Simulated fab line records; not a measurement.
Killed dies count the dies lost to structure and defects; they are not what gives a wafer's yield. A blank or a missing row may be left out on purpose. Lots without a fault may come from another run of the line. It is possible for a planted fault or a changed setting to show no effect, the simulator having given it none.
Code-filled problem report in 8D (eight disciplines) form | flow gf180mcu | the parts of the form that need people (team, actions taken, sign-off) are left out

## 1. PROBLEM STATEMENT
Across 6 wafers from 2 lots, MVPSD_TW at GF_MVPSD_TW_MEAS_11 averages 580, while fault-free wafers read 550 with a standard deviation of 5.7. That is +5.2 standard deviations from the usual mean.
The first sign was on wafer L206.1 at day 8 18:11, on film_metro-02. The record holds 33 wafers of 11 lots with a number at this step. Rule for "out" (also "out of limits"): further than 4 standard deviations from the usual mean. All remaining wafers that have a number are taken as sound.

## 2. WHAT IT IS, WHAT IT ISN'T
question                    | is                     | is not
which readings at this step | MVPSD_TW               | -
which lots                  | L206, L210             | L191, L194, L195, L196, L199, L203, L205, L208, L211
which wafers of those lots  | all that have a number | -
read on which gauges        | film_metro-02          | film_metro-01, film_metro-04
when                        | from day 8 18:11       | up to then (21 sound wafers); but 6 sound wafers of L208, L211 came after

## 3. SUSPECTS, AND WHAT RULES EACH OUT
Counting: a tool at any process step up to the reading remains a suspect when it ran all the lots that are out and ran no sound lot after the first of those.
- the gauge at GF_MVPSD_TW_MEAS_11: ruled out. All the wafers that are out were read on film_metro-02, but those of them that GF_MVPSD_IMPLANT_08 has rows for are out there too, on other tools.
- implanter-02 at GF_MVPSD_IMPLANT_08: kept. Every lot that is out went through it, starting with L206 (day 8 17:47), and after that it ran no sound lot; the last sound lot it ran before then is L203 (day 8 01:47). Its own readings are out on those wafers: dose_ions_cm2, faraday_current_uA.
The count leaves implanter-02 at GF_MVPSD_IMPLANT_08.

## 4. THE CAUSE (what the simulator had put in)
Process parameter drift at GF_MVPSD_IMPLANT_08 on implanter-02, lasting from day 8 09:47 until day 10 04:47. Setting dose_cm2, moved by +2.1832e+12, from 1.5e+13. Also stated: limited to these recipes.
Counting left only this tool.

## 5. SEQUENCE OF EFFECTS, ordered by route
Each row: a reading whose mean over the struck wafers that have a number lies more than 3 standard deviations from the usual. Readings are gone through only where the record gives a usual standard deviation; hours: the median, over the lots, of the time from a lot's start at the first step in this table giving one to that lot's start at this step; sigmas: the change measured in usual standard deviations.
hours | step                     | reading            | usual       | on struck wafers | change      | sigmas
0     | GF_MVPSD_IMPLANT_08      | dose_ions_cm2      | 1.4997e+13  | 1.7181e+13       | +2.1840e+12 | +99 or more
0     | GF_MVPSD_IMPLANT_08      | faraday_current_uA | 84.6        | 96.7             | +12.1       | +7.6
0     | GF_MVPSD_TW_MEAS_11      | MVPSD_TW           | 550         | 580              | +30         | +5.2
74    | GF_VT_IMPLANT_RS_MEAS_49 | MVPSD_RS           | 1168 ohm/sq | 1091             | -77         | -25
The process steps in it:
- GF_MVPSD_IMPLANT_08
At these later measuring or inspecting steps, every struck wafer for which the step has a row has a number for every such reading, and none has moved that far: GF_VT_IMPLANT_OVL_MEAS_18.

## 6. HOW IT WOULD HAVE BEEN CAUGHT EARLIER
8 hours passed between the start of the fault at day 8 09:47 and the first reading out of limits at a measuring or inspecting step in this record, taken at day 8 18:11.
Tool's own readings at GF_MVPSD_IMPLANT_08, dose_ions_cm2, faraday_current_uA: out on all struck wafers the step has rows for; an alarm limit on them would have tripped on the first.
Of the lots that are out (2), L210 began GF_MVPSD_IMPLANT_08 on implanter-02 after day 8 18:11. Had the tool been put on hold then, it would have been spared.
